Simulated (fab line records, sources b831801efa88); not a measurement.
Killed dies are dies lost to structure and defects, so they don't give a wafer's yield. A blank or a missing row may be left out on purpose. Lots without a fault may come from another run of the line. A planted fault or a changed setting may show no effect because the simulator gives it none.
fab line records | flow gf180mcu | part 1 of 2: steps 1 to 35 of 47
record lots=5 wafers=15 last_day=33
route steps=602 shown MVSD@74 MVPSD@78 VT_IMPLANT@90
lots that met no fault: from a run of the same line without faults
start_h: hours from the record's first day to the start of the lot's first wafer shown | wait_h: hours since the lot's step before | " the same as in the row above | L1.1+2: a row that stands for several wafers | - no value, or no start given | * or withheld: withheld | < > ~ a bound
route shown NAME@n: a module of which the file shows steps, and the number in the route of the first | usual: mean/standard deviation of fault-free wafers | same: alike in all rows | chamber/n: place in a boat | sites: the reading at each site | _std_site: their standard deviation | _edge_site: outer sites' mean less inner sites' | radius_mm: how far each site lies from the wafer's centre | mask NAME#n: copy n | behind: the tool/chamber that last shaped the wafer | hold: why the lot was held/for how many hours/how that ended | device: the transistor (n, p or np) that didn't switch | end of line: the same wafers' tests at the end of the route | a step without rows: its recipe alone | killed: dies lost to structure and defects at the first sort, not the wafer's yield | map: a wafer's dies, x killed, . not, _ none there
set.NAME: the setting as run; set.NAME@STEP: as run at that earlier step | model.NAME: the simulator's own value behind a step, which no gauge read
lots at some steps of the route; a table a step, a row a wafer
services: from which hour (start_h, from the record's first day; less than 0 if before it) a tool's chamber was out of use, for how many hours, and why
## steps
# step GF_MVSD_IMPLANT_08
# recipe species=P energy_kev=400 dose_cm2=1.6e+13 tilt_deg=0
# usual beam_on_s=10.01/0.19
# columns lot.wafer tool chamber start_h wait_h beam_on_s
L074.1 implanter-02 0 83.34 0.0 9.92
L074.2 " 0 " " 10.22
L074.3 " 0 " " 10.01
L075.4 implanter-02 0 88.58 0.1 9.95
L075.5 " 0 " " 9.86
L075.6 " 0 " " 9.90
L081.2 implanter-02 0 121.93 0.0 10.06
L081.3 " 0 " " 9.96
L081.6 " 0 " " 9.97
L088.3 implanter-03 0 164.39 0.1 10.07
L088.4 " 0 " " 10.10
L088.6 " 0 " " 10.27
L093.3 implanter-03 0 193.86 0.1 9.94
L093.5 " 0 " " 9.98
L093.6 " 0 " " 9.84
# step GF_MVSD_IMPLANT_09
# recipe species=P energy_kev=100 dose_cm2=5e+12 tilt_deg=0
# usual beam_on_s=10.01/0.2
# columns lot.wafer tool chamber start_h wait_h beam_on_s
L074.1 implanter-02 0 83.49 0.1 10.36
L074.2 " 0 " " 10.09
L074.3 " 0 " " 9.82
L075.4 implanter-02 0 88.73 0.1 10.07
L075.5 " 0 " " 10.19
L075.6 " 0 " " 10.53
L081.2 implanter-02 0 122.08 0.1 10.24
L081.3 " 0 " " 10.04
L081.6 " 0 " " 10.08
L088.3 implanter-03 0 164.54 0.1 9.89
L088.4 " 0 " " 9.99
L088.6 " 0 " " 9.56
L093.3 implanter-03 0 194.01 0.1 9.64
L093.5 " 0 " " 9.90
L093.6 " 0 " " 10.23
# step GF_MVSD_STRIP_10
# recipe chemistry=O2/N2 power_w=1400 pressure_mtorr=1500 platen_temp_c=250 o2_flow_sccm=3000 n2_flow_sccm=300 overash_fraction=0.5
# usual drypump_motor_current_A=5.9/0.52 heater_power_w=321/42 oes_product_au=0.723/0.0046 strip_time_to_endpoint_s=36.94/0.12
# columns lot.wafer tool chamber start_h wait_h drypump_motor_current_A heater_power_w oes_product_au rf_hours_counter_h strip_time_to_endpoint_s
L074.1 plasma_asher-04 0 83.64 0.1 5.1 313 0.723 42 36.97
L074.2 " 1 " " 6.3 333 0.719 42 36.95
L074.3 " 1 " " 6.2 338 0.723 - 36.97
L075.4 plasma_asher-01 1 88.84 0.1 6.1 303 0.723 - 37.17
L075.5 " 1 " " 6.1 301 0.717 - 37.19
L075.6 " 0 " " 5.4 314 0.725 - 37.24
L081.2 plasma_asher-03 0 122.21 0.1 6.1 247 0.722 32 36.85
L081.3 " 0 " " 6.1 241 0.720 - 36.83
L081.6 " 0 " " 6.1 246 0.713 - 36.90
L088.3 plasma_asher-03 1 164.68 0.1 6.7 399 0.725 - 36.97
L088.4 " 0 " " 6.1 254 0.724 - 36.90
L088.6 " 0 " " 6.1 251 0.723 - 36.94
L093.3 plasma_asher-01 0 194.14 0.1 5.4 319 0.732 - 36.90
L093.5 " 0 " " 5.4 323 0.722 - 37.01
L093.6 " 1 " " 6.1 314 0.728 - 36.96
# step GF_MVSD_TW_MEAS_11
# usual MVSD_TW=1577/9.4
# columns lot.wafer tool chamber start_h wait_h MVSD_TW
L074.1 film_metro-01 - 83.76 0.1 1592
L074.2 " - " " 1590
L074.3 " - " " 1584
L075.4 film_metro-03 - 88.94 0.1 1577
L075.5 " - " " 1583
L075.6 " - " " 1586
L081.2 film_metro-02 - 122.32 0.1 1566
L081.3 " - " " 1571
L081.6 " - " " 1567
L088.3 film_metro-01 - 164.76 0.1 1576
L088.4 " - " " 1578
L088.6 " - " " 1578
L093.3 film_metro-02 - 194.23 0.1 1555
L093.5 " - " " 1558
L093.6 " - " " 1554
# step GF_MVPSD_DEHYDRATE_00
# recipe temp_c=200 time_s=60
# columns lot.wafer tool chamber start_h wait_h
L074.1+2+3 litho_track-04 0 89.94 6.2
L075.4+5+6 litho_track-01 0 95.10 6.1
L081.2+3+6 litho_track-01 0 129.30 7.0
L088.3+4+6 litho_track-02 0 172.31 7.5
L093.3+5+6 litho_track-01 0 201.87 7.6
# step GF_MVPSD_HMDS_01
# recipe prime_time_s=60 prime_temp_c=120
# columns lot.wafer tool chamber start_h wait_h
L074.1+2+3 litho_track-04 0 90.09 0.1
L075.4+5+6 litho_track-01 0 95.25 0.1
L081.2+3+6 litho_track-01 0 129.45 0.1
L088.3+4+6 litho_track-02 0 172.46 0.1
L093.3+5+6 litho_track-01 0 202.02 0.1
# step GF_MVPSD_COAT_02
# recipe spin_rpm=2000 resist_thk_nm=3000
# columns lot.wafer tool chamber start_h wait_h
L074.1+2+3 litho_track-04 0 90.24 0.1
L075.4+5+6 litho_track-01 0 95.40 0.1
L081.2+3+6 litho_track-01 0 129.60 0.1
L088.3+4+6 litho_track-02 0 172.61 0.1
L093.3+5+6 litho_track-01 0 202.17 0.1
# step GF_MVPSD_SOFTBAKE_03
# recipe temp_c=110 time_s=withheld
# columns lot.wafer tool chamber start_h wait_h
L074.1+2+3 litho_track-04 0 90.39 0.1
L075.4+5+6 litho_track-01 0 95.57 0.1
L081.2+3+6 litho_track-01 0 129.76 0.1
L088.3+4+6 litho_track-02 0 172.78 0.1
L093.3+5+6 litho_track-01 0 202.34 0.1
# step GF_MVPSD_EXPOSE_04
# recipe mask_id=MVPSD target_cd_nm=1000 na=0.6 source_shape=conventional sigma_outer=0.6 dose_mj=260
# columns lot.wafer tool chamber start_h wait_h mask
L074.1+2+3 iline_stepper-02 0 - - MVPSD#0
L075.4+5+6 iline_stepper-02 0 - - MVPSD#0
L081.2+3+6 iline_stepper-01 0 - - MVPSD#0
L088.3+4+6 iline_stepper-01 0 - - MVPSD#0
L093.3+5+6 iline_stepper-01 0 - - MVPSD#0
# step GF_MVPSD_PEB_05
# recipe temp_c=115 time_s=withheld
# columns lot.wafer tool chamber start_h wait_h
L074.1+2+3 litho_track-01 0 - -
L075.4+5+6 litho_track-04 0 - -
L081.2+3+6 litho_track-01 0 - -
L088.3+4+6 litho_track-02 0 - -
L093.3+5+6 litho_track-01 0 - -
# step GF_MVPSD_DEVELOP_06
# recipe wall_angle_deg=90 develop_time_s=60 dev_temp_c=23
# columns lot.wafer tool chamber start_h wait_h
L074.1+2+3 litho_track-01 0 - -
L075.4+5+6 litho_track-04 0 - -
L081.2+3+6 litho_track-01 0 - -
L088.3+4+6 litho_track-02 0 - -
L093.3+5+6 litho_track-01 0 - -
# step GF_MVPSD_OVL_MEAS_07
# usual MVPSD_OVL=0.4/1.6
# columns lot.wafer tool chamber start_h wait_h MVPSD_OVL[nm]
L074.1 overlay-02 - 97.57 - -0.5
L074.2 " - " " -0.7
L074.3 " - " " -2.4
L075.4 overlay-02 - 102.51 - -3.3
L075.5 " - " " -1.2
L075.6 " - " " -2.4
L081.2 overlay-01 - 137.33 - -0.1
L081.3 " - " " 0.0
L081.6 " - " " 1.0
L088.3 overlay-01 - 181.32 - -0.2
L088.4 " - " " -0.3
L088.6 " - " " -1.0
L093.3 overlay-02 - 211.18 - 0.7
L093.5 " - " " 1.6
L093.6 " - " " 1.5
# step GF_MVPSD_IMPLANT_08
# recipe species=B energy_kev=170 dose_cm2=1.524e+13 tilt_deg=0
# usual beam_on_s=10.00/0.2
# columns lot.wafer tool chamber start_h wait_h beam_on_s
L074.1 implanter-03 0 97.61 0.0 9.84
L074.2 " 0 " " 9.98
L074.3 " 0 " " 9.80
L075.4 implanter-04 0 102.60 0.1 10.05
L075.5 " 0 " " 9.92
L075.6 " 0 " " 9.96
L081.2 implanter-04 0 137.38 0.0 10.06
L081.3 " 0 " " 9.69
L081.6 " 0 " " 10.12
L088.3 implanter-01 0 181.39 0.1 10.29
L088.4 " 0 " " 9.79
L088.6 " 0 " " 10.05
L093.3 implanter-04 0 211.26 0.1 10.13
L093.5 " 0 " " 10.06
L093.6 " 0 " " 10.11
# step GF_MVPSD_IMPLANT_09
# recipe species=B energy_kev=40 dose_cm2=5e+12 tilt_deg=0
# usual beam_on_s=10.00/0.19
# columns lot.wafer tool chamber start_h wait_h beam_on_s
L074.1 implanter-03 0 97.76 0.1 9.89
L074.2 " 0 " " 9.66
L074.3 " 0 " " 9.85
L075.4 implanter-04 0 102.75 0.1 9.77
L075.5 " 0 " " 10.11
L075.6 " 0 " " 9.71
L081.2 implanter-04 0 137.53 0.1 10.09
L081.3 " 0 " " 9.95
L081.6 " 0 " " 10.05
L088.3 implanter-01 0 181.54 0.1 10.35
L088.4 " 0 " " 10.15
L088.6 " 0 " " 9.97
L093.3 implanter-04 0 211.41 0.1 10.08
L093.5 " 0 " " 10.12
L093.6 " 0 " " 10.09
# step GF_MVPSD_STRIP_10
# recipe chemistry=O2/N2 power_w=1400 pressure_mtorr=1500 platen_temp_c=250 o2_flow_sccm=3000 n2_flow_sccm=300 overash_fraction=0.5
# usual drypump_motor_current_A=5.9/0.36 heater_power_w=320/37 oes_product_au=0.723/0.0045 strip_time_to_endpoint_s=36.89/0.12
# columns lot.wafer tool chamber start_h wait_h drypump_motor_current_A heater_power_w oes_product_au rf_hours_counter_h strip_time_to_endpoint_s
L074.1 plasma_asher-03 0 97.91 0.1 6.1 247 0.724 29 36.85
L074.2 " 1 " " 6.7 402 0.727 29 36.83
L074.3 " 0 " " 6.1 250 0.721 - 36.95
L075.4 plasma_asher-02 1 102.86 0.1 6.0 342 0.726 - 36.98
L075.5 " 1 " " 6.0 335 0.722 - 37.15
L075.6 " 0 " " 5.8 296 0.723 - 37.15
L081.2 plasma_asher-02 0 137.66 0.1 5.8 301 0.725 51 37.02
L081.3 " 1 " " 6.0 342 0.722 - 36.96
L081.6 " 0 " " 5.8 301 0.725 - 36.99
L088.3 plasma_asher-02 1 181.68 0.1 6.0 333 0.725 - 36.87
L088.4 " 0 " " 5.8 299 0.721 - 36.84
L088.6 " 0 " " 5.8 301 0.719 - 36.89
L093.3 plasma_asher-03 1 211.54 0.1 6.7 408 0.716 - 36.72
L093.5 " 0 " " 6.1 251 0.722 - 36.66
L093.6 " 1 " " 6.7 414 0.727 - 36.85
# step GF_MVPSD_TW_MEAS_11
# usual MVPSD_TW=555.8/2.9
# columns lot.wafer tool chamber start_h wait_h MVPSD_TW
L074.1 film_metro-01 - 98.01 0.1 559.9
L074.2 " - " " 558.7
L074.3 " - " " 558.0
L075.4 film_metro-03 - 102.96 0.1 556.8
L075.5 " - " " 555.5
L075.6 " - " " 557.0
L081.2 film_metro-03 - 137.77 0.1 557.9
L081.3 " - " " 559.6
L081.6 " - " " 557.7
L088.3 film_metro-01 - 181.78 0.1 558.1
L088.4 " - " " 553.7
L088.6 " - " " 557.4
L093.3 film_metro-01 - 211.63 0.1 554.6
L093.5 " - " " 555.3
L093.6 " - " " 556.1
# step GF_VT_IMPLANT_DEHYDRATE_00
# recipe temp_c=200 time_s=60
# columns lot.wafer tool chamber start_h wait_h
L074.1+2+3 litho_track-01 0 104.17 6.2
L075.4+5+6 litho_track-01 0 109.55 6.6
L081.2+3+6 litho_track-02 0 144.63 6.9
L088.3+4+6 litho_track-03 0 189.61 7.8
L093.3+5+6 litho_track-01 0 219.87 8.2
# step GF_VT_IMPLANT_HMDS_01
# recipe prime_time_s=60 prime_temp_c=120
# columns lot.wafer tool chamber start_h wait_h
L074.1+2+3 litho_track-01 0 104.32 0.1
L075.4+5+6 litho_track-01 0 109.70 0.1
L081.2+3+6 litho_track-02 0 144.78 0.1
L088.3+4+6 litho_track-03 0 189.76 0.1
L093.3+5+6 litho_track-01 0 220.02 0.1
# step GF_VT_IMPLANT_COAT_02
# recipe resist=NOVOLAK spin_rpm=3000 resist_thk_nm=1000
# columns lot.wafer tool chamber start_h wait_h
L074.1+2+3 litho_track-01 0 104.47 0.1
L075.4+5+6 litho_track-01 0 109.85 0.1
L081.2+3+6 litho_track-02 0 144.93 0.1
L088.3+4+6 litho_track-03 0 189.91 0.1
L093.3+5+6 litho_track-01 0 220.17 0.1
# step GF_VT_IMPLANT_SOFTBAKE_03
# recipe temp_c=90 time_s=60 resist=NOVOLAK
# columns lot.wafer tool chamber start_h wait_h
L074.1+2+3 litho_track-01 0 104.62 0.1
L075.4+5+6 litho_track-01 0 110.00 0.1
L081.2+3+6 litho_track-02 0 145.08 0.1
L088.3+4+6 litho_track-03 0 190.06 0.1
L093.3+5+6 litho_track-01 0 220.32 0.1
# step GF_VT_IMPLANT_EXPOSE_04
# recipe mask_id=LVPWELL_LV_AREA target_cd_nm=600 na=0.6 source_shape=conventional sigma_outer=0.6 dose_mj=140
# columns lot.wafer tool chamber start_h wait_h mask
L074.1+2+3 iline_stepper-01 0 - - LVPWELL_LV_AREA#0
L075.4+5+6 iline_stepper-01 0 - - LVPWELL_LV_AREA#0
L081.2+3+6 iline_stepper-01 0 - - LVPWELL_LV_AREA#0
L088.3+4+6 iline_stepper-01 0 - - LVPWELL_LV_AREA#0
L093.3+5+6 iline_stepper-02 0 - - LVPWELL_LV_AREA#0
# step GF_VT_IMPLANT_PEB_05
# recipe temp_c=withheld time_s=* resist=NOVOLAK
# columns lot.wafer tool chamber start_h wait_h
L074.1+2+3 litho_track-03 0 - -
L075.4+5+6 litho_track-01 0 - -
L081.2+3+6 litho_track-01 0 - -
L088.3+4+6 litho_track-03 0 - -
L093.3+5+6 litho_track-02 0 - -
# step GF_VT_IMPLANT_DEVELOP_06
# recipe develop_time_s=60 dev_temp_c=23
# columns lot.wafer tool chamber start_h wait_h
L074.1+2+3 litho_track-03 0 111.96 0.1
L075.4+5+6 litho_track-01 0 117.05 0.1
L081.2+3+6 litho_track-01 0 153.50 0.1
L088.3+4+6 litho_track-03 0 198.41 0.1
L093.3+5+6 litho_track-02 0 229.51 0.1
# step GF_VT_IMPLANT_OVL_MEAS_07
# usual VT_IMPLANT_OVL=0.5/1.3
# columns lot.wafer tool chamber start_h wait_h VT_IMPLANT_OVL[nm]
L074.1 overlay-01 - 112.11 0.1 1.5
L074.2 " - " " 1.2
L074.3 " - " " 0.4
L075.4 overlay-02 - 117.14 0.1 1.2
L075.5 " - " " 0.9
L075.6 " - " " 1.4
L081.2 overlay-01 - 153.63 0.1 -0.4
L081.3 " - " " 1.0
L081.6 " - " " -1.4
L088.3 overlay-02 - 198.52 0.1 0.2
L088.4 " - " " -1.9
L088.6 " - " " -0.9
L093.3 overlay-02 - 229.62 0.1 -0.3
L093.5 " - " " -0.2
L093.6 " - " " 0.5
# step GF_VT_IMPLANT_IMPLANT_08
# recipe species=BF2 energy_kev=20.33 dose_cm2=8.29e+12 tilt_deg=7
# usual beam_on_s=10.02/0.2
# columns lot.wafer tool chamber start_h wait_h beam_on_s
L074.1 implanter-02 0 112.14 0.0 10.00
L074.2 " 0 " " 10.23
L074.3 " 0 " " 10.02
L075.4 implanter-02 0 117.23 0.1 9.77
L075.5 " 0 " " 10.02
L075.6 " 0 " " 9.82
L081.2 implanter-03 0 153.68 0.0 10.21
L081.3 " 0 " " 9.85
L081.6 " 0 " " 10.37
L088.3 implanter-04 0 198.59 0.1 9.76
L088.4 " 0 " " 10.10
L088.6 " 0 " " 10.07
L093.3 implanter-04 0 229.69 0.1 10.19
L093.5 " 0 " " 9.97
L093.6 " 0 " " 10.23
# step GF_VT_IMPLANT_STRIP_09
# recipe chemistry=O2/N2 power_w=1400 pressure_mtorr=1500 platen_temp_c=250 o2_flow_sccm=3000 n2_flow_sccm=300 overash_fraction=0.5
# usual drypump_motor_current_A=6.0/0.49 heater_power_w=324/49 oes_product_au=0.716/0.0051 strip_time_to_endpoint_s=12.62/0.035
# columns lot.wafer tool chamber start_h wait_h drypump_motor_current_A heater_power_w oes_product_au rf_hours_counter_h strip_time_to_endpoint_s
L074.1 plasma_asher-02 1 112.29 0.1 6.0 339 0.709 48 12.60
L074.2 " 0 " " 5.8 293 0.717 48 12.62
L074.3 " 0 " " 5.8 304 0.718 - 12.63
L075.4 plasma_asher-04 0 117.34 0.1 5.0 321 0.715 - 12.59
L075.5 " 0 " " 5.1 311 0.715 - 12.63
L075.6 " 1 " " 6.2 329 0.719 - 12.61
L081.2 plasma_asher-02 0 153.81 0.1 5.9 298 0.722 53 12.62
L081.3 " 1 " " 6.0 341 0.718 - 12.58
L081.6 " 0 " " 5.9 298 0.710 - 12.60
L088.3 plasma_asher-03 1 198.73 0.1 6.7 407 0.715 - 12.64
L088.4 " 0 " " 6.1 248 0.715 - 12.65
L088.6 " 1 " " 6.7 393 0.718 - 12.66
L093.3 plasma_asher-03 1 229.83 0.1 6.7 408 0.718 - 12.62
L093.5 " 1 " " 6.7 406 0.713 - 12.59
L093.6 " 0 " " 6.1 252 0.722 - 12.63
# step GF_VT_IMPLANT_TW_MEAS_10
# usual VT_IMPLANT_TW=564/3.5
# columns lot.wafer tool chamber start_h wait_h VT_IMPLANT_TW
L074.1 film_metro-04 - 112.39 0.1 563
L074.2 " - " " 563
L074.3 " - " " 562
L075.4 film_metro-03 - 117.44 0.1 565
L075.5 " - " " 567
L075.6 " - " " 567
L081.2 film_metro-04 - 153.92 0.1 563
L081.3 " - " " 561
L081.6 " - " " 564
L088.3 film_metro-01 - 198.81 0.1 562
L088.4 " - " " 563
L088.6 " - " " 566
L093.3 film_metro-04 - 229.91 0.1 562
L093.5 " - " " 560
L093.6 " - " " 560
# step GF_VT_IMPLANT_DEHYDRATE_11
# recipe temp_c=200 time_s=60
# columns lot.wafer tool chamber start_h wait_h
L074.1+2+3 litho_track-03 0 118.81 6.4
L075.4+5+6 litho_track-02 0 124.73 7.3
L081.2+3+6 litho_track-01 0 161.60 7.7
L088.3+4+6 litho_track-02 0 206.21 7.4
L093.3+5+6 litho_track-02 0 237.96 8.0
# step GF_VT_IMPLANT_HMDS_12
# recipe prime_time_s=60 prime_temp_c=120
# columns lot.wafer tool chamber start_h wait_h
L074.1+2+3 litho_track-03 0 118.96 0.1
L075.4+5+6 litho_track-02 0 124.88 0.1
L081.2+3+6 litho_track-01 0 161.75 0.1
L088.3+4+6 litho_track-02 0 206.36 0.1
L093.3+5+6 litho_track-02 0 238.11 0.1
# step GF_VT_IMPLANT_COAT_13
# recipe resist=NOVOLAK spin_rpm=3000 resist_thk_nm=1000
# columns lot.wafer tool chamber start_h wait_h
L074.1+2+3 litho_track-03 0 119.11 0.1
L075.4+5+6 litho_track-02 0 125.03 0.1
L081.2+3+6 litho_track-01 0 161.90 0.1
L088.3+4+6 litho_track-02 0 206.51 0.1
L093.3+5+6 litho_track-02 0 238.26 0.1
# step GF_VT_IMPLANT_SOFTBAKE_14
# recipe temp_c=90 time_s=60 resist=NOVOLAK
# columns lot.wafer tool chamber start_h wait_h
L074.1+2+3 litho_track-03 0 119.26 0.1
L075.4+5+6 litho_track-02 0 125.18 0.1
L081.2+3+6 litho_track-01 0 162.05 0.1
L088.3+4+6 litho_track-02 0 206.66 0.1
L093.3+5+6 litho_track-02 0 238.41 0.1
# step GF_VT_IMPLANT_EXPOSE_15
# recipe mask_id=Nwell_LV_AREA target_cd_nm=860 na=0.6 source_shape=conventional sigma_outer=0.6 dose_mj=140
# columns lot.wafer tool chamber start_h wait_h mask
L074.1+2+3 iline_stepper-01 0 - - Nwell_LV_AREA#0
L075.4+5+6 iline_stepper-01 0 - - Nwell_LV_AREA#0
L081.2+3+6 iline_stepper-01 0 - - Nwell_LV_AREA#0
L088.3+4+6 iline_stepper-01 0 - - Nwell_LV_AREA#0
L093.3+5+6 iline_stepper-02 0 - - Nwell_LV_AREA#0
# step GF_VT_IMPLANT_PEB_16
# recipe temp_c=withheld time_s=* resist=NOVOLAK
# columns lot.wafer tool chamber start_h wait_h
L074.1+2+3 litho_track-01 0 - -
L075.4+5+6 litho_track-03 0 - -
L081.2+3+6 litho_track-02 0 - -
L088.3+4+6 litho_track-03 0 - -
L093.3+5+6 litho_track-02 0 - -
# step GF_VT_IMPLANT_DEVELOP_17
# recipe develop_time_s=60 dev_temp_c=23
# columns lot.wafer tool chamber start_h wait_h
L074.1+2+3 litho_track-01 0 126.92 0.1
L075.4+5+6 litho_track-03 0 131.98 0.1
L081.2+3+6 litho_track-02 0 169.58 0.1
L088.3+4+6 litho_track-03 0 215.61 0.1
L093.3+5+6 litho_track-02 0 247.81 0.1
# step GF_VT_IMPLANT_OVL_MEAS_18
# usual VT_IMPLANT_01_OVL=0.1/1.2
# columns lot.wafer tool chamber start_h wait_h VT_IMPLANT_01_OVL[nm]
L074.1 overlay-02 - 127.07 0.1 -0.3
L074.2 " - " " -1.0
L074.3 " - " " 0.8
L075.4 overlay-02 - 132.07 0.1 0.3
L075.5 " - " " 1.7
L075.6 " - " " -0.2
L081.2 overlay-01 - 169.71 0.1 0.2
L081.3 " - " " 0.5
L081.6 " - " " -0.4
L088.3 overlay-02 - 215.72 0.1 2.1
L088.4 " - " " 1.0
L088.6 " - " " -0.4
L093.3 overlay-02 - 247.92 0.1 -0.7
L093.5 " - " " -1.5
L093.6 " - " " -2.6
